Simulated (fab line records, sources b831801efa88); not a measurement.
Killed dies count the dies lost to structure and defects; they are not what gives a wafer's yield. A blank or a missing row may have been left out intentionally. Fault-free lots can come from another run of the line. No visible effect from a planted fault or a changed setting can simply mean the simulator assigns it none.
Shared-tool check / flow sky130 / 48 wafers sampled across 13 lots

## THE REASON FOR OPENING IT
Of 13 lots, 3 have the reading LDD_LDN_OVL flagged at SKY_LDD_LDN_OVL_MEAS_07. No-fault wafers: 0.0 nm, standard deviation 1.3.
Rule: flag the lot when none of its wafers has a number, or when each of its wafers that has one lies beyond 4 standard deviations from that mean. The other lots count as sound.

lot=L658; measured=day 22 19:26; on=overlay-01; LDD_LDN_OVL (nm), wafer by wafer=0.3 1.0 -1.2; flag=
lot=L659; measured=day 23 06:40; on=overlay-01; LDD_LDN_OVL (nm), wafer by wafer=0.3 0.0 -0.8; flag=
lot=L660; measured=day 23 11:32; on=overlay-02; LDD_LDN_OVL (nm), wafer by wafer=-0.2 -0.4 0.0; flag=
lot=L661; measured=day 23 14:28; on=overlay-01; LDD_LDN_OVL (nm), wafer by wafer=-0.1 -1.3 1.5; flag=
lot=L664; measured=day 25 21:35; on=overlay-02; LDD_LDN_OVL (nm), wafer by wafer=-2.1 -2.5 -4.3; flag=
lot=L666; measured=day 26 10:01; on=overlay-01; LDD_LDN_OVL (nm), wafer by wafer=2.2 1.5 1.6; flag=
lot=L667; measured=day 26 13:19; on=overlay-02; LDD_LDN_OVL (nm), wafer by wafer=0.5 1.7 -1.2; flag=
lot=L665; measured=day 26 16:52; on=overlay-01; LDD_LDN_OVL (nm), wafer by wafer=-1.7 -1.4 -2.4; flag=
lot=L669; measured=day 27 04:28; on=overlay-02; LDD_LDN_OVL (nm), wafer by wafer=0.2 -0.2 -0.4; flag=
lot=L673; measured=day 28 09:07; on=overlay-02; LDD_LDN_OVL (nm), wafer by wafer=58.8 59.7 58.5 59.8 59.9 58.8; flag=FLAGGED
lot=L674; measured=day 28 22:07; on=overlay-01; LDD_LDN_OVL (nm), wafer by wafer=60.8 59.8 59.6 62.6 60.5 60.2; flag=FLAGGED
lot=L675; measured=day 29 02:44; on=overlay-01; LDD_LDN_OVL (nm), wafer by wafer=63.8 63.5 63.8 64.4 64.0 64.7; flag=FLAGGED
lot=L681; measured=day 30 18:30; on=overlay-01; LDD_LDN_OVL (nm), wafer by wafer=0.0 2.6 2.3; flag=
On average the flagged lots' numbers are 61.3 nm, which is +61.3 nm against the usual, or +47 standard deviations.

## TOOL THAT RAN EACH LOT
2 process steps preceding the reading are held in the record, out of 708 steps in the route. Each cell gives the tool, then ch followed by the chambers the sampled wafers passed through, then the start.
lot=L658; flag=; SKY_LDD_HVP_STRIP_09=plasmaAsher-02 ch 0,1, day 21 12:39; SKY_LDD_LDN_EXPOSE_04=ilineStepper-01 ch 0, day 22 04:32
lot=L659; flag=; SKY_LDD_HVP_STRIP_09=plasmaAsher-01 ch 0,1, day 21 23:42; SKY_LDD_LDN_EXPOSE_04=ilineStepper-02 ch 0, day 22 15:01
lot=L660; flag=; SKY_LDD_HVP_STRIP_09=plasmaAsher-03 ch 0,1, day 22 05:07; SKY_LDD_LDN_EXPOSE_04=ilineStepper-02 ch 0, day 22 20:28
lot=L661; flag=; SKY_LDD_HVP_STRIP_09=plasmaAsher-02 ch 0,1, day 22 08:34; SKY_LDD_LDN_EXPOSE_04=ilineStepper-02 ch 0, day 22 23:41
lot=L664; flag=; SKY_LDD_HVP_STRIP_09=plasmaAsher-03 ch 0,1, day 24 15:46; SKY_LDD_LDN_EXPOSE_04=ilineStepper-02 ch 0, day 25 06:55
lot=L666; flag=; SKY_LDD_HVP_STRIP_09=plasmaAsher-03 ch 0,1, day 25 05:10; SKY_LDD_LDN_EXPOSE_04=ilineStepper-02 ch 0, day 25 19:37
lot=L667; flag=; SKY_LDD_HVP_STRIP_09=plasmaAsher-02 ch 0,1, day 25 08:10; SKY_LDD_LDN_EXPOSE_04=ilineStepper-01 ch 0, day 25 23:23
lot=L665; flag=; SKY_LDD_HVP_STRIP_09=plasmaAsher-01 ch 0,1, day 25 11:34; SKY_LDD_LDN_EXPOSE_04=ilineStepper-01 ch 0, day 26 02:41
lot=L669; flag=; SKY_LDD_HVP_STRIP_09=plasmaAsher-01 ch 0,1, day 25 23:01; SKY_LDD_LDN_EXPOSE_04=ilineStepper-01 ch 0, day 26 13:23
lot=L673; flag=FLAGGED; SKY_LDD_HVP_STRIP_09=plasmaAsher-01 ch 0,1, day 27 04:32; SKY_LDD_LDN_EXPOSE_04=ilineStepper-02 ch 0, day 27 18:56
lot=L674; flag=FLAGGED; SKY_LDD_HVP_STRIP_09=plasmaAsher-03 ch 0,1, day 27 17:48; SKY_LDD_LDN_EXPOSE_04=ilineStepper-02 ch 0, day 28 08:25
lot=L675; flag=FLAGGED; SKY_LDD_HVP_STRIP_09=plasmaAsher-03 ch 0,1, day 27 23:19; SKY_LDD_LDN_EXPOSE_04=ilineStepper-02 ch 0, day 28 13:25
lot=L681; flag=; SKY_LDD_HVP_STRIP_09=plasmaAsher-03 ch 0,1, day 29 15:10; SKY_LDD_LDN_EXPOSE_04=ilineStepper-01 ch 0, day 30 05:11
What these steps do:
- SKY_LDD_HVP_STRIP_09: strips in O2/N2.
- SKY_LDD_LDN_EXPOSE_04: exposes mask LDNTM, target cd 700 nm.
- SKY_LDD_LDN_OVL_MEAS_07

## FLAGGED AGAINST TOTAL, ONE TOOL AT A TIME (gauges that did the reading follow at the end)
step=SKY_LDD_HVP_STRIP_09; tool=plasmaAsher-01; lots run=4; flagged=1; share of the flagged lots=some; sound lots run after its first flagged lot=0
step=SKY_LDD_HVP_STRIP_09; tool=plasmaAsher-02; lots run=3; flagged=0; share of the flagged lots=none; sound lots run after its first flagged lot=-
step=SKY_LDD_HVP_STRIP_09; tool=plasmaAsher-03; lots run=6; flagged=2; share of the flagged lots=some; sound lots run after its first flagged lot=1 (L681)
step=SKY_LDD_LDN_EXPOSE_04; tool=ilineStepper-01; lots run=5; flagged=0; share of the flagged lots=none; sound lots run after its first flagged lot=-
step=SKY_LDD_LDN_EXPOSE_04; tool=ilineStepper-02; lots run=8; flagged=3; share of the flagged lots=all; sound lots run after its first flagged lot=0
step=SKY_LDD_LDN_OVL_MEAS_07; tool=overlay-01; lots run=8; flagged=2; share of the flagged lots=some; sound lots run after its first flagged lot=1 (L681)
step=SKY_LDD_LDN_OVL_MEAS_07; tool=overlay-02; lots run=5; flagged=1; share of the flagged lots=some; sound lots run after its first flagged lot=0

## WHAT THE TABLE ALLOWS
1 row of the table ran every flagged lot: ilineStepper-02 at SKY_LDD_LDN_EXPOSE_04.
- ilineStepper-02 at SKY_LDD_LDN_EXPOSE_04: 3 of its 8 lots flagged. A fault beginning between L666 (day 25 19:37), its last sound lot, and L673 (day 27 18:56), its first flagged one, fits the data.
Left over: one tool, ilineStepper-02 at SKY_LDD_LDN_EXPOSE_04.

## WHAT THE SIMULATOR PUT IN
Scanner matching overlay: ilineStepper-02, from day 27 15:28 on, at SKY_LDD_LDN_EXPOSE_04. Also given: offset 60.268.
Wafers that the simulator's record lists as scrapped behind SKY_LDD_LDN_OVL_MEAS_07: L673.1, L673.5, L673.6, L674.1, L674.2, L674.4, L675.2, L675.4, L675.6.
Lots struck among those shown: L673, L674, L675. This agrees with what the rule above found.
